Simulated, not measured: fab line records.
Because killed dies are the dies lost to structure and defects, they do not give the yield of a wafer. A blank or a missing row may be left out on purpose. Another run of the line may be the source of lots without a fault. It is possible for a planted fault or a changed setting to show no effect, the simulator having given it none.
Matching of chambers :: flow gf180mcu :: GF_V1_CMP_26 on cmp-01 has 4 sister chambers
The step polishes, stops on SiO2, t overpolish 15 s, target thk 0 nm. 8 wafers are shown with their chamber, then 8 later ones without.

== WAFERS WITH THEIR CHAMBER ==
wafer: L522.6
chamber: 3
motorCurrentA (A): 10.8
timeToEndpointS (s): 85.6

wafer: L530.2
chamber: 3
motorCurrentA (A): 10.9
timeToEndpointS (s): 83.8

wafer: L530.3
chamber: 0
motorCurrentA (A): 11.3
timeToEndpointS (s): 88.9

wafer: L530.5
chamber: 1
motorCurrentA (A): 12.6
timeToEndpointS (s): 86.9

wafer: L533.1
chamber: 2
motorCurrentA (A): 10.4
timeToEndpointS (s): 88.8

wafer: L533.4
chamber: 1
motorCurrentA (A): 11.8
timeToEndpointS (s): 94.3

wafer: L533.5
chamber: 2
motorCurrentA (A): 10.6
timeToEndpointS (s): 85.7

wafer: L536.1
chamber: 0
motorCurrentA (A): 11.9
timeToEndpointS (s): 84.0

== WAFERS MISSING THEIR CHAMBER ==
wafer: L536.3
motorCurrentA (A): 10.9
timeToEndpointS (s): 83.8

wafer: L536.5
motorCurrentA (A): 11.2
timeToEndpointS (s): 82.9

wafer: L539.1
motorCurrentA (A): 11.0
timeToEndpointS (s): 84.5

wafer: L539.3
motorCurrentA (A): 10.5
timeToEndpointS (s): 79.5

wafer: L539.5
motorCurrentA (A): 11.0
timeToEndpointS (s): 83.6

wafer: L543.2
motorCurrentA (A): 10.7
timeToEndpointS (s): 82.6

wafer: L543.3
motorCurrentA (A): 12.2
timeToEndpointS (s): 84.9

wafer: L543.4
motorCurrentA (A): 11.7
timeToEndpointS (s): 82.7

== THE CHAMBER EACH PASSED THROUGH ==
wafer: L536.3
from the rows above: can't be placed: 3 or 2 or 0
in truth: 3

wafer: L536.5
from the rows above: can't be placed: 3 or 0 or 2
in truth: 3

wafer: L539.1
from the rows above: can't be placed: 3 or 2 or 0
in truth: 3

wafer: L539.3
from the rows above: can't be placed: 3 or 2 or 0
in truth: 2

wafer: L539.5
from the rows above: can't be placed: 3 or 2 or 0
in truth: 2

wafer: L543.2
from the rows above: can't be placed: 3 or 2 or 0
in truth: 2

wafer: L543.3
from the rows above: can't be placed: 1 or 0
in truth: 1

wafer: L543.4
from the rows above: can't be placed: 0 or 3 or 1
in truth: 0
0 of 8 placed correctly. Not placeable from these rows: 8 (in 8, the candidates include the true chamber). Placed wrongly: 0.
How it was worked out, from the rows above alone: a wafer's distance from a chamber is the root of the sum, over the readings, of the square of ((its reading less the chamber's mean) divided by the reading's scatter). The wafer belongs to the nearest chamber; if the next one is less than 2 further off, it can't be placed. The mean given for a chamber averages the wafers shown for that chamber. How the scatter is found: for the shown wafers, subtract from each reading the mean of its chamber, square and add these, divide the total by (wafers less chambers), then take the root.
